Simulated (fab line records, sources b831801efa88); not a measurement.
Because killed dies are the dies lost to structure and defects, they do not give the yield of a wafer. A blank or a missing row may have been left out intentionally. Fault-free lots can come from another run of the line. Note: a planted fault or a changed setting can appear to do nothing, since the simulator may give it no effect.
Commonality check across tools	flow sky130	Sampled: 11 lots, 33 wafers

== WHY IT WAS OPENED ==
Of 11 lots, 3 have the reading NWELL_2_TW flagged at SKY_NWELL_TW_MEAS_26. Fault-free wafers read 493.3, with a standard deviation of 2.9.
Rule: a lot is flagged when every wafer of it that has a number lies more than 4 standard deviations from that mean, or none has a number. As for the other lots, they are considered sound.

lot	measured	on	NWELL_2_TW, wafer by wafer	flag
L820	day 5 18:41	film_metro-02	493.9 494.1 493.0	
L822	day 6 07:38	film_metro-03	494.6 497.2 495.6	
L827	day 7 18:25	film_metro-03	496.9 493.3 494.5	
L828	day 8 02:53	film_metro-02	494.0 492.5 495.4	
L830	day 8 07:44	film_metro-03	1835.6 1821.3 1828.4	FLAGGED
L831	day 8 15:44	film_metro-01	1798.5 1808.5 1802.1	FLAGGED
L832	day 8 17:09	film_metro-01	1800.7 1801.9 1803.1	FLAGGED
L834	day 9 12:38	film_metro-02	495.0 497.7 496.6	
L835	day 9 19:06	film_metro-03	494.1 497.8 497.2	
L838	day 10 07:50	film_metro-01	494.0 491.8 495.1	
L841	day 11 06:20	film_metro-02	497.1 493.9 498.0	
Flagged lots average 1811.1: +1317.8 relative to the usual, that is +99 or more standard deviations.

== TOOL THAT RAN EACH LOT ==
The record keeps 1 process step preceding the reading, out of 708 steps on the route. In each cell: the tool, then ch and the chambers that the sampled wafers went through, then the start.
lot	flag	SKY_NWELL_COAT_05
L820		litho_track-03 ch 0, day 4 15:26
L822		litho_track-03 ch 0, day 5 02:44
L827		litho_track-03 ch 0, day 6 12:10
L828		litho_track-04 ch 0, day 6 19:56
L830	FLAGGED	litho_track-02, day 7 01:44
L831	FLAGGED	litho_track-02, day 7 09:08
L832	FLAGGED	litho_track-03, day 7 10:50
L834		litho_track-02 ch 0, day 8 04:20
L835		litho_track-02 ch 0, day 8 11:11
L838		litho_track-02 ch 0, day 8 21:41
L841		litho_track-03 ch 0, day 9 19:32
What is done by these steps:
- SKY_NWELL_COAT_05: resist thk 3000 nm.
- SKY_NWELL_TW_MEAS_26

== FLAGGED OVER TOTAL, TOOL BY TOOL (the gauges that took the reading come last) ==
step	tool	lots run	flagged	share of the flagged lots	sound lots run after its first flagged lot
SKY_NWELL_COAT_05	litho_track-02	5	2	some	3 (L834,L835,L838)
SKY_NWELL_COAT_05	litho_track-03	5	1	some	1 (L841)
SKY_NWELL_COAT_05	litho_track-04	1	0	none	-
SKY_NWELL_TW_MEAS_26	film_metro-01	3	2	some	1 (L838)
SKY_NWELL_TW_MEAS_26	film_metro-02	4	0	none	-
SKY_NWELL_TW_MEAS_26	film_metro-03	4	1	some	1 (L835)

== WHAT THE TABLE PERMITS ==
No row of the table ran every flagged lot.

== WHAT WAS PUT IN BY THE SIMULATOR ==
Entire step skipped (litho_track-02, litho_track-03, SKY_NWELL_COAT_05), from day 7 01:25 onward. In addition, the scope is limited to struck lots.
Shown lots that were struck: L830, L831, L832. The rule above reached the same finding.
